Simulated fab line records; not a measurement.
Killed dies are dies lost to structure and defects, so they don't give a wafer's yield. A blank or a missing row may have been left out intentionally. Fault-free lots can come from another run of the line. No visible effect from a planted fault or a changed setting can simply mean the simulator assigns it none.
The tool behind it: which one? || flow gf180mcu || 13 lots with 39 wafers sampled at 4 steps, on a route of 602 steps

WHAT EACH GAUGE READ, for each wafer
GF_PASSIVATION_THK_MEAS_03. Usual: PASSIVATION_CVD_02_THK gives 702 nm (standard deviation 10).
{"lot": "L820", "measured": "day 28 08:26", "on": "film-metro-03", "PASSIVATION_CVD_02_THK (nm)": "715 693 714", "flag": ""}
{"lot": "L821", "measured": "day 28 09:11", "on": "film-metro-04", "PASSIVATION_CVD_02_THK (nm)": "704 708 712", "flag": ""}
{"lot": "L822", "measured": "day 28 22:08", "on": "film-metro-03", "PASSIVATION_CVD_02_THK (nm)": "687 714 711", "flag": ""}
{"lot": "L823", "measured": "day 29 01:34", "on": "film-metro-04", "PASSIVATION_CVD_02_THK (nm)": "692 691 707", "flag": ""}
{"lot": "L824", "measured": "day 29 11:09", "on": "film-metro-04", "PASSIVATION_CVD_02_THK (nm)": "698 694 698", "flag": ""}
{"lot": "L825", "measured": "day 29 18:31", "on": "film-metro-03", "PASSIVATION_CVD_02_THK (nm)": "702 722 707", "flag": ""}
{"lot": "L828", "measured": "day 30 19:43", "on": "film-metro-03", "PASSIVATION_CVD_02_THK (nm)": "693 698 700", "flag": ""}
{"lot": "L832", "measured": "day 31 23:08", "on": "film-metro-03", "PASSIVATION_CVD_02_THK (nm)": "695 710 714", "flag": ""}
{"lot": "L833", "measured": "day 32 04:07", "on": "film-metro-02", "PASSIVATION_CVD_02_THK (nm)": "692 700 708", "flag": ""}
{"lot": "L837", "measured": "day 32 23:46", "on": "film-metro-02", "PASSIVATION_CVD_02_THK (nm)": "702 696 720", "flag": ""}
{"lot": "L839", "measured": "day 33 15:47", "on": "film-metro-03", "PASSIVATION_CVD_02_THK (nm)": "695 689 701", "flag": ""}
{"lot": "L841", "measured": "day 33 22:04", "on": "film-metro-02", "PASSIVATION_CVD_02_THK (nm)": "690 700 702", "flag": ""}
{"lot": "L843", "measured": "day 34 13:21", "on": "film-metro-04", "PASSIVATION_CVD_02_THK (nm)": "679 682 681", "flag": ""}

WHAT TOOL EACH LOT RAN ON (gives the tool, then ch and the chambers of the sampled wafers, and finally the start)
{"lot": "L820", "GF_M4_SPUTTER_03": "pvd-sputter-04, day 22 15:55", "GF_MIM_SPUTTER_08": "pvd-sputter-01, day 24 16:21", "GF_V5_ETCH_16": "rie-diel-04 ch 1,2,3, day 27 10:16"}
{"lot": "L821", "GF_M4_SPUTTER_03": "pvd-sputter-02, day 22 16:14", "GF_MIM_SPUTTER_08": "pvd-sputter-03, day 24 16:52", "GF_V5_ETCH_16": "rie-diel-01 ch 0,2,3, day 27 11:13"}
{"lot": "L822", "GF_M4_SPUTTER_03": "pvd-sputter-02, day 23 08:01", "GF_MIM_SPUTTER_08": "pvd-sputter-04, day 25 07:41", "GF_V5_ETCH_16": "rie-diel-01 ch 0,1,2, day 27 23:19"}
{"lot": "L823", "GF_M4_SPUTTER_03": "pvd-sputter-04, day 23 11:31", "GF_MIM_SPUTTER_08": "pvd-sputter-01, day 25 11:44", "GF_V5_ETCH_16": "rie-diel-03 ch 0,1,2, day 28 02:52"}
{"lot": "L824", "GF_M4_SPUTTER_03": "pvd-sputter-02, day 23 23:24", "GF_MIM_SPUTTER_08": "pvd-sputter-04, day 25 23:05", "GF_V5_ETCH_16": "rie-diel-03 ch 1,2, day 28 12:04"}
{"lot": "L825", "GF_M4_SPUTTER_03": "pvd-sputter-03, day 24 08:40", "GF_MIM_SPUTTER_08": "pvd-sputter-01, day 26 07:05", "GF_V5_ETCH_16": "rie-diel-01 ch 1,2,3, day 28 20:55"}
{"lot": "L828", "GF_M4_SPUTTER_03": "pvd-sputter-03, day 25 14:18", "GF_MIM_SPUTTER_08": "pvd-sputter-03, day 27 11:37", "GF_V5_ETCH_16": "rie-diel-01 ch 0,2,3, day 29 23:07"}
{"lot": "L832", "GF_M4_SPUTTER_03": "pvd-sputter-03, day 26 21:14", "GF_MIM_SPUTTER_08": "pvd-sputter-01, day 28 17:01", "GF_V5_ETCH_16": "rie-diel-01 ch 0,2,3, day 31 02:59"}
{"lot": "L833", "GF_M4_SPUTTER_03": "pvd-sputter-03, day 27 02:44", "GF_MIM_SPUTTER_08": "pvd-sputter-01, day 28 21:15", "GF_V5_ETCH_16": "rie-diel-04 ch 0,2,3, day 31 07:55"}
{"lot": "L837", "GF_M4_SPUTTER_03": "pvd-sputter-02, day 28 03:15", "GF_MIM_SPUTTER_08": "pvd-sputter-01, day 29 21:31", "GF_V5_ETCH_16": "rie-diel-01 ch 2,3, day 32 04:31"}
{"lot": "L839", "GF_M4_SPUTTER_03": "pvd-sputter-04, day 28 22:29", "GF_MIM_SPUTTER_08": "pvd-sputter-01, day 30 15:31", "GF_V5_ETCH_16": "rie-diel-01 ch 0,1,2, day 32 21:16"}
{"lot": "L841", "GF_M4_SPUTTER_03": "pvd-sputter-02, day 29 06:44", "GF_MIM_SPUTTER_08": "pvd-sputter-03, day 30 23:31", "GF_V5_ETCH_16": "rie-diel-04 ch 0,1, day 33 03:07"}
{"lot": "L843", "GF_M4_SPUTTER_03": "pvd-sputter-02, day 30 01:36", "GF_MIM_SPUTTER_08": "pvd-sputter-01, day 31 16:37", "GF_V5_ETCH_16": "rie-diel-03 ch 0,3, day 33 18:58"}
- GF_M4_SPUTTER_03: material Ti, target thk 10 nm, time 6.7 s.
- GF_MIM_SPUTTER_08: material AlCu, target thk 200 nm, time 10.6 s.
- GF_V5_ETCH_16: etches BARC in N2/H2.

AS READ BY THE TOOLS THEMSELVES (means over the sampled wafers that have a number; for cases with no such wafer, the mark the record gives instead)
GF_M4_SPUTTER_03. Usual: throttle-valve-pct reads 30.2 % (standard deviation 0.88).
{"lot": "L820", "tool": "pvd-sputter-04", "throttle-valve-pct (%)": 30.3, "flag": ""}
{"lot": "L821", "tool": "pvd-sputter-02", "throttle-valve-pct (%)": 30.4, "flag": ""}
{"lot": "L822", "tool": "pvd-sputter-02", "throttle-valve-pct (%)": 30.0, "flag": ""}
{"lot": "L823", "tool": "pvd-sputter-04", "throttle-valve-pct (%)": 29.8, "flag": ""}
{"lot": "L824", "tool": "pvd-sputter-02", "throttle-valve-pct (%)": 30.3, "flag": ""}
{"lot": "L825", "tool": "pvd-sputter-03", "throttle-valve-pct (%)": 30.9, "flag": ""}
{"lot": "L828", "tool": "pvd-sputter-03", "throttle-valve-pct (%)": 30.5, "flag": ""}
{"lot": "L832", "tool": "pvd-sputter-03", "throttle-valve-pct (%)": 31.2, "flag": ""}
{"lot": "L833", "tool": "pvd-sputter-03", "throttle-valve-pct (%)": 30.7, "flag": ""}
{"lot": "L837", "tool": "pvd-sputter-02", "throttle-valve-pct (%)": 29.5, "flag": ""}
{"lot": "L839", "tool": "pvd-sputter-04", "throttle-valve-pct (%)": 30.3, "flag": ""}
{"lot": "L841", "tool": "pvd-sputter-02", "throttle-valve-pct (%)": 29.7, "flag": ""}
{"lot": "L843", "tool": "pvd-sputter-02", "throttle-valve-pct (%)": 29.8, "flag": ""}

GF_MIM_SPUTTER_08. Usual: throttle-valve-pct reads 30.0 % (standard deviation 0.96).
{"lot": "L820", "tool": "pvd-sputter-01", "throttle-valve-pct (%)": 29.5, "flag": ""}
{"lot": "L821", "tool": "pvd-sputter-03", "throttle-valve-pct (%)": 30.0, "flag": ""}
{"lot": "L822", "tool": "pvd-sputter-04", "throttle-valve-pct (%)": 29.5, "flag": ""}
{"lot": "L823", "tool": "pvd-sputter-01", "throttle-valve-pct (%)": 29.5, "flag": ""}
{"lot": "L824", "tool": "pvd-sputter-04", "throttle-valve-pct (%)": 29.4, "flag": ""}
{"lot": "L825", "tool": "pvd-sputter-01", "throttle-valve-pct (%)": 29.9, "flag": ""}
{"lot": "L828", "tool": "pvd-sputter-03", "throttle-valve-pct (%)": 31.0, "flag": ""}
{"lot": "L832", "tool": "pvd-sputter-01", "throttle-valve-pct (%)": 29.5, "flag": ""}
{"lot": "L833", "tool": "pvd-sputter-01", "throttle-valve-pct (%)": 29.1, "flag": ""}
{"lot": "L837", "tool": "pvd-sputter-01", "throttle-valve-pct (%)": 30.0, "flag": ""}
{"lot": "L839", "tool": "pvd-sputter-01", "throttle-valve-pct (%)": 28.8, "flag": ""}
{"lot": "L841", "tool": "pvd-sputter-03", "throttle-valve-pct (%)": 29.5, "flag": ""}
{"lot": "L843", "tool": "pvd-sputter-01", "throttle-valve-pct (%)": 29.5, "flag": ""}

GF_V5_ETCH_16. Usual: drypump-motor-current-A 6.0 A, standard deviation 0.37; oes-product-au 0.853 a.u., standard deviation 0.0047; throttle-valve-pct 13.225 %, standard deviation 0.011.
{"lot": "L820", "tool": "rie-diel-04", "drypump-motor-current-A (A)": 6.4, "oes-product-au (a.u.)": 0.858, "throttle-valve-pct (%)": 13.229, "flag": ""}
{"lot": "L821", "tool": "rie-diel-01", "drypump-motor-current-A (A)": 5.9, "oes-product-au (a.u.)": 0.851, "throttle-valve-pct (%)": 13.225, "flag": ""}
{"lot": "L822", "tool": "rie-diel-01", "drypump-motor-current-A (A)": 5.9, "oes-product-au (a.u.)": 0.855, "throttle-valve-pct (%)": 13.222, "flag": ""}
{"lot": "L823", "tool": "rie-diel-03", "drypump-motor-current-A (A)": 6.1, "oes-product-au (a.u.)": 0.855, "throttle-valve-pct (%)": 13.227, "flag": ""}
{"lot": "L824", "tool": "rie-diel-03", "drypump-motor-current-A (A)": 6.0, "oes-product-au (a.u.)": 0.852, "throttle-valve-pct (%)": 13.220, "flag": ""}
{"lot": "L825", "tool": "rie-diel-01", "drypump-motor-current-A (A)": 5.6, "oes-product-au (a.u.)": 0.852, "throttle-valve-pct (%)": 13.234, "flag": ""}
{"lot": "L828", "tool": "rie-diel-01", "drypump-motor-current-A (A)": 5.9, "oes-product-au (a.u.)": 0.854, "throttle-valve-pct (%)": 13.222, "flag": ""}
{"lot": "L832", "tool": "rie-diel-01", "drypump-motor-current-A (A)": 5.9, "oes-product-au (a.u.)": 0.859, "throttle-valve-pct (%)": 13.226, "flag": ""}
{"lot": "L833", "tool": "rie-diel-04", "drypump-motor-current-A (A)": 6.1, "oes-product-au (a.u.)": 0.855, "throttle-valve-pct (%)": 13.228, "flag": ""}
{"lot": "L837", "tool": "rie-diel-01", "drypump-motor-current-A (A)": 5.7, "oes-product-au (a.u.)": 0.851, "throttle-valve-pct (%)": 13.224, "flag": ""}
{"lot": "L839", "tool": "rie-diel-01", "drypump-motor-current-A (A)": 5.9, "oes-product-au (a.u.)": 0.856, "throttle-valve-pct (%)": 13.233, "flag": ""}
{"lot": "L841", "tool": "rie-diel-04", "drypump-motor-current-A (A)": 6.4, "oes-product-au (a.u.)": 0.852, "throttle-valve-pct (%)": 13.228, "flag": ""}
{"lot": "L843", "tool": "rie-diel-03", "drypump-motor-current-A (A)": 6.1, "oes-product-au (a.u.)": 0.854, "throttle-valve-pct (%)": 13.227, "flag": ""}

THE ANSWER, worked out from the rows above alone
Rule: a lot is off if the mean of its wafers that have a number lies more than 3 standard deviations from the usual mean. Also off: a lot with no number at a reading for which 4 or more lots have one. All remaining lots with rows at the step are treated as sound. After the gauges, taken in route order, come the tools' own readings; for these a lot's mean is taken, as printed above. The first step at which some lot is off is used, and at that step the reading that is off furthest; a lot without a number counts as furthest.
None of the lots is off at any reading shown; this tells nothing.

WHAT THE SIMULATOR PUT IN
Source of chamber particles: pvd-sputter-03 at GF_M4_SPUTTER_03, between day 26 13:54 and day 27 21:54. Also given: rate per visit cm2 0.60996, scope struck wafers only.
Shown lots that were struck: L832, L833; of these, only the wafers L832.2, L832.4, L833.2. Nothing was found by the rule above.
